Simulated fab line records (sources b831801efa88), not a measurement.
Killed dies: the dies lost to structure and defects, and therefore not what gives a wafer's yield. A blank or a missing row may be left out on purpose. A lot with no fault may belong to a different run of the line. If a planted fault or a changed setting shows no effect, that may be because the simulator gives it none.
Which of the tools did it? / flow gf180mcu / 10 lots, 30 wafers sampled, at 6 steps of a route of 602

WHAT THE GAUGES READ, wafer by wafer
GF_V1_RS_MEAS_24: measures by four-point-probe. Usual: V1_W_RS 0.323 ohm/sq, standard deviation 0.0056.
lot=L292; measured=day 18 19:27; on=film metro-01; V1_W_RS (ohm/sq)=0.316 0.318 0.318; flag=
lot=L293; measured=day 18 23:07; on=film metro-03; V1_W_RS (ohm/sq)=0.317 0.321 0.320; flag=
lot=L294; measured=day 19 11:46; on=film metro-02; V1_W_RS (ohm/sq)=0.327 0.317 0.330; flag=
lot=L297; measured=day 20 12:56; on=film metro-02; V1_W_RS (ohm/sq)=0.320 0.329 0.320; flag=
lot=L302; measured=day 22 10:57; on=film metro-01; V1_W_RS (ohm/sq)=0.336 0.321 0.331; flag=
lot=L304; measured=day 23 08:12; on=film metro-03; V1_W_RS (ohm/sq)=0.316 0.328 0.327; flag=
lot=L307; measured=day 24 03:08; on=film metro-02; V1_W_RS (ohm/sq)=0.334 0.322 0.328; flag=
lot=L311; measured=day 25 09:54; on=film metro-01; V1_W_RS (ohm/sq)=0.328 0.316 0.322; flag=
lot=L312; measured=day 25 14:55; on=film metro-03; V1_W_RS (ohm/sq)=0.318 0.318 0.318; flag=
lot=L314; measured=day 26 11:05; on=film metro-03; V1_W_RS (ohm/sq)=0.320 0.323 0.318; flag=

GF_M2_RS_MEAS_05: measures by four-point-probe. Usual: M2_ALCU_RS 0.0691 ohm/sq, standard deviation 0.00074.
lot=L292; measured=day 18 20:09; on=film metro-03; M2_ALCU_RS (ohm/sq)=0.0695 0.0698 0.0687; flag=
lot=L293; measured=day 18 23:50; on=film metro-02; M2_ALCU_RS (ohm/sq)=0.0689 0.0683 0.0688; flag=
lot=L294; measured=day 19 12:29; on=film metro-04; M2_ALCU_RS (ohm/sq)=0.0687 0.0696 0.0685; flag=
lot=L297; measured=day 20 13:38; on=film metro-03; M2_ALCU_RS (ohm/sq)=0.0688 0.0695 0.0698; flag=
lot=L302; measured=day 22 11:39; on=film metro-04; M2_ALCU_RS (ohm/sq)=0.0702 0.0703 0.0696; flag=
lot=L304; measured=day 23 08:54; on=film metro-02; M2_ALCU_RS (ohm/sq)=0.0690 0.0639 0.0700; flag=
lot=L307; measured=day 24 03:50; on=film metro-04; M2_ALCU_RS (ohm/sq)=0.0696 0.0692 0.0696; flag=
lot=L311; measured=day 25 10:36; on=film metro-03; M2_ALCU_RS (ohm/sq)=0.0692 0.0698 0.0693; flag=
lot=L312; measured=day 25 15:37; on=film metro-02; M2_ALCU_RS (ohm/sq)=0.0676 0.0685 0.0683; flag=
lot=L314; measured=day 26 11:47; on=film metro-04; M2_ALCU_RS (ohm/sq)=0.0697 0.0690 0.0688; flag=

GF_M2_THK_MEAS_06: measures by xrf. Usual: M2_ALCU_THK 443 nm, standard deviation 4.9.
lot=L292; measured=day 18 20:14; on=film metro-03; M2_ALCU_THK (nm)=440 438 445; flag=
lot=L293; measured=day 18 23:57; on=film metro-02; M2_ALCU_THK (nm)=442 447 443; flag=
lot=L294; measured=day 19 12:35; on=film metro-04; M2_ALCU_THK (nm)=447 444 448; flag=
lot=L297; measured=day 20 13:45; on=film metro-03; M2_ALCU_THK (nm)=446 440 440; flag=
lot=L302; measured=day 22 11:45; on=film metro-04; M2_ALCU_THK (nm)=437 435 443; flag=
lot=L304; measured=day 23 09:01; on=film metro-02; M2_ALCU_THK (nm)=441 476 436; flag=
lot=L307; measured=day 24 03:58; on=film metro-04; M2_ALCU_THK (nm)=438 442 442; flag=
lot=L311; measured=day 25 10:43; on=film metro-03; M2_ALCU_THK (nm)=444 442 443; flag=
lot=L312; measured=day 25 15:44; on=film metro-02; M2_ALCU_THK (nm)=454 448 446; flag=
lot=L314; measured=day 26 11:53; on=film metro-04; M2_ALCU_THK (nm)=437 440 443; flag=

WHAT TOOL EACH LOT RAN ON (gives the tool, then ch and the chambers of the sampled wafers, and finally the start)
lot=L292; GF_V1_CVD_02=pecvd-02 ch 0,1,2, day 17 18:17; GF_V1_ETCH_16=rie diel-04 ch 1,2,3, day 18 18:23; GF_M2_SPUTTER_02=pvd sputter-02, day 18 20:01
lot=L293; GF_V1_CVD_02=pecvd-04 ch 0,2, day 17 21:16; GF_V1_ETCH_16=rie diel-03 ch 1,2,3, day 18 22:05; GF_M2_SPUTTER_02=pvd sputter-03, day 18 23:44
lot=L294; GF_V1_CVD_02=pecvd-03 ch 0,1,2, day 18 10:13; GF_V1_ETCH_16=rie diel-03 ch 0,1, day 19 10:49; GF_M2_SPUTTER_02=pvd sputter-03, day 19 12:21
lot=L297; GF_V1_CVD_02=pecvd-03 ch 0,1, day 19 11:05; GF_V1_ETCH_16=rie diel-01 ch 0,1,3, day 20 11:56; GF_M2_SPUTTER_02=pvd sputter-02, day 20 13:32
lot=L302; GF_V1_CVD_02=pecvd-02 ch 1,2, day 21 10:59; GF_V1_ETCH_16=rie diel-01 ch 1,2,3, day 22 10:02; GF_M2_SPUTTER_02=pvd sputter-03, day 22 11:31
lot=L304; GF_V1_CVD_02=pecvd-02 ch 0,2, day 22 07:08; GF_V1_ETCH_16=rie diel-03 ch 1,3, day 23 07:16; GF_M2_SPUTTER_02=pvd sputter-02, day 23 08:49
lot=L307; GF_V1_CVD_02=pecvd-04 ch 0,1,2, day 23 03:28; GF_V1_ETCH_16=rie diel-03 ch 0,2,3, day 24 02:14; GF_M2_SPUTTER_02=pvd sputter-03, day 24 03:45
lot=L311; GF_V1_CVD_02=pecvd-03 ch 0,1,2, day 24 10:53; GF_V1_ETCH_16=rie diel-03 ch 1,2, day 25 09:01; GF_M2_SPUTTER_02=pvd sputter-04, day 25 10:31
lot=L312; GF_V1_CVD_02=pecvd-02 ch 0,2, day 24 15:19; GF_V1_ETCH_16=rie diel-04 ch 1,2, day 25 14:02; GF_M2_SPUTTER_02=pvd sputter-03, day 25 15:31
lot=L314; GF_V1_CVD_02=pecvd-04 ch 0,2, day 25 13:10; GF_V1_ETCH_16=rie diel-04 ch 0,1,2, day 26 10:11; GF_M2_SPUTTER_02=pvd sputter-02, day 26 11:40
- GF_V1_CVD_02: deposits SiO2 from TEOS, target thk 850 nm, time 94.851 s.
- GF_V1_ETCH_16: etches BARC in N2/H2.
- GF_M2_SPUTTER_02: material AlCu, target thk 450 nm, time 23.9 s.

AS READ BY THE TOOLS THEMSELVES (means over the sampled wafers that have a number; for cases with no such wafer, the mark the record gives instead)
GF_V1_CVD_02. Usual: heater power w 662 W, standard deviation 58; susceptor temp C 399.98 C, standard deviation 0.21.
lot=L292; tool=pecvd-02; heater power w (W)=673; susceptor temp C (C)=399.83; flag=
lot=L293; tool=pecvd-04; heater power w (W)=651; susceptor temp C (C)=400.00; flag=
lot=L294; tool=pecvd-03; heater power w (W)=665; susceptor temp C (C)=400.05; flag=
lot=L297; tool=pecvd-03; heater power w (W)=642; susceptor temp C (C)=400.09; flag=
lot=L302; tool=pecvd-02; heater power w (W)=653; susceptor temp C (C)=400.05; flag=
lot=L304; tool=pecvd-02; heater power w (W)=610; susceptor temp C (C)=400.06; flag=
lot=L307; tool=pecvd-04; heater power w (W)=670; susceptor temp C (C)=399.96; flag=
lot=L311; tool=pecvd-03; heater power w (W)=674; susceptor temp C (C)=400.11; flag=
lot=L312; tool=pecvd-02; heater power w (W)=595; susceptor temp C (C)=399.84; flag=
lot=L314; tool=pecvd-04; heater power w (W)=679; susceptor temp C (C)=399.84; flag=

GF_V1_ETCH_16. Usual: drypump motor current A 5.9 A, standard deviation 0.51; oes product au 0.853 a.u., standard deviation 0.0049; throttle valve pct 13.225 %, standard deviation 0.0089.
lot=L292; tool=rie diel-04; drypump motor current A (A)=5.7; oes product au (a.u.)=0.851; throttle valve pct (%)=13.221; flag=
lot=L293; tool=rie diel-03; drypump motor current A (A)=6.1; oes product au (a.u.)=0.851; throttle valve pct (%)=13.222; flag=
lot=L294; tool=rie diel-03; drypump motor current A (A)=6.0; oes product au (a.u.)=0.858; throttle valve pct (%)=13.223; flag=
lot=L297; tool=rie diel-01; drypump motor current A (A)=5.3; oes product au (a.u.)=0.853; throttle valve pct (%)=13.221; flag=
lot=L302; tool=rie diel-01; drypump motor current A (A)=5.6; oes product au (a.u.)=0.850; throttle valve pct (%)=13.225; flag=
lot=L304; tool=rie diel-03; drypump motor current A (A)=6.2; oes product au (a.u.)=0.854; throttle valve pct (%)=13.225; flag=
lot=L307; tool=rie diel-03; drypump motor current A (A)=5.9; oes product au (a.u.)=0.858; throttle valve pct (%)=13.220; flag=
lot=L311; tool=rie diel-03; drypump motor current A (A)=6.4; oes product au (a.u.)=0.849; throttle valve pct (%)=13.229; flag=
lot=L312; tool=rie diel-04; drypump motor current A (A)=5.2; oes product au (a.u.)=0.856; throttle valve pct (%)=13.226; flag=
lot=L314; tool=rie diel-04; drypump motor current A (A)=5.6; oes product au (a.u.)=0.853; throttle valve pct (%)=13.224; flag=

GF_M2_SPUTTER_02. Usual: cathode dc power W 10600 W, standard deviation 1.8; throttle valve pct 30.2 %, standard deviation 0.99.
lot=L292; tool=pvd sputter-02; cathode dc power W (W)=10600; throttle valve pct (%)=29.9; flag=
lot=L293; tool=pvd sputter-03; cathode dc power W (W)=10601; throttle valve pct (%)=30.3; flag=
lot=L294; tool=pvd sputter-03; cathode dc power W (W)=10600; throttle valve pct (%)=29.7; flag=
lot=L297; tool=pvd sputter-02; cathode dc power W (W)=10600; throttle valve pct (%)=29.9; flag=
lot=L302; tool=pvd sputter-03; cathode dc power W (W)=10599; throttle valve pct (%)=30.5; flag=
lot=L304; tool=pvd sputter-02; cathode dc power W (W)=10867; throttle valve pct (%)=29.5; flag=OFF
lot=L307; tool=pvd sputter-03; cathode dc power W (W)=10601; throttle valve pct (%)=29.9; flag=
lot=L311; tool=pvd sputter-04; cathode dc power W (W)=10598; throttle valve pct (%)=30.0; flag=
lot=L312; tool=pvd sputter-03; cathode dc power W (W)=10602; throttle valve pct (%)=31.0; flag=
lot=L314; tool=pvd sputter-02; cathode dc power W (W)=10600; throttle valve pct (%)=29.9; flag=

THE ANSWER, worked out from the rows above alone
Rule: take the mean of a lot's wafers that have a number; if it is more than 3 standard deviations from the usual mean, the lot is off. A lot without any number at a reading at which 4 lots or more have one is off too. Where the step has rows for the other lots, those lots are counted as sound. First the gauges in route order, then the tools' own readings, where a lot's mean is used as printed above. The first step at which some lot is off is used, and at that step the reading that is off furthest; a lot without a number counts as furthest.
Off at GF_M2_SPUTTER_02 (cathode dc power W): L304.
A tool fits if, at that step or a process step before it, it ran every lot that is off, and no sound lot after the first of them. Not one of the candidates tried fits.

WHAT THE SIMULATOR HAD INSERTED
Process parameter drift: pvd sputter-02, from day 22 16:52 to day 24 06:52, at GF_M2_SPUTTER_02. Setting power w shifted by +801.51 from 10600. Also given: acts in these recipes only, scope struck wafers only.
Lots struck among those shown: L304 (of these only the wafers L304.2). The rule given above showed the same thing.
